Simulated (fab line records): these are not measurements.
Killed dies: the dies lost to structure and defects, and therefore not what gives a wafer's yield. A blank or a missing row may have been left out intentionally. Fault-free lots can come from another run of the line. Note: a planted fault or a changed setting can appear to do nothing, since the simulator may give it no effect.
8D (eight disciplines) problem report, filled in by code / flow sky130 / the parts of the form that need people (team, actions taken, sign-off) are left out

## 1. THE PROBLEM
beamEnergyKeV at SKY_VT_ADJUST_LVTN_IMPLANT_19 reads a mean of 28.565 on 6 wafers of 2 lots; wafers without a fault read 29.999 with a standard deviation of 0.0082. So: -99 or more standard deviations from the usual mean.
First observed at day 10 16:28: wafer L460.1, on implanter-04. At this step, 36 wafers from 12 lots have a number in the record. By rule, "out" or "out of limits" means more than 4 standard deviations away from the usual mean. The rest of the wafers with a number are treated as sound.

## 2. WHAT THIS IS AND IS NOT
question=which readings at this step | is=beamEnergyKeV | is not=-
question=which lots | is=L460, L464 | is not=L451, L452, L453, L458, L459, L461, L467, L468, L469, L472
question=which wafers of those lots | is=all that have a number | is not=-
question=read on which tools | is=implanter-04 | is not=implanter-01, implanter-02
question=when | is=from day 10 16:28 | is not=up to then (15 sound wafers); but 15 sound wafers of L461, L467, L468, L469, L472 came after

## 3. SUSPECTS, AND WHAT RULES EACH OUT
Counting: any tool at a process step up to the reading is kept as a suspect provided that every lot that is out went through it and no sound lot did after the first of them.
- implanter-04 at SKY_VT_ADJUST_LVTN_IMPLANT_19: ruled out as a lasting fault. Sound lots L472 ran on it after its first lot that is out, L460 (day 10 16:28).
Left after counting: nothing in the record.

## 4. THE CAUSE (what the simulator had put in)
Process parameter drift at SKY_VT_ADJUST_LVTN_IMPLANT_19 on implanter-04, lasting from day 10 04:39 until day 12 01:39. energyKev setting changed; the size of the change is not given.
Counting ruled it out, wrongly.

## 5. THE CHAIN OF EFFECTS, in route order
Rows list readings where the struck wafers' mean (over those with a number) sits beyond 3 standard deviations from the usual. Scope: only readings with a usual standard deviation given in the record; hours: median across lots of the time from each lot's start at the first step in this table that gives one to its start at this step; sigmas: change in usual standard deviations.
hours=0; step=SKY_VT_ADJUST_LVTN_IMPLANT_19; reading=beamEnergyKeV; usual=29.999; on struck wafers=28.565; change=-1.434; sigmas=-99 or more
Here are the process steps it includes:
- SKY_VT_ADJUST_LVTN_IMPLANT_19
At these later measuring or inspecting steps, every struck wafer for which the step has a row has a number for every such reading, and none has moved that far: SKY_SD_N_RS_MEAS_18.

## 6. HOW IT WOULD HAVE BEEN CAUGHT EARLIER
In this record the first reading out of limits was taken at day 10 16:28, 12 hours after the fault began at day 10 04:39.
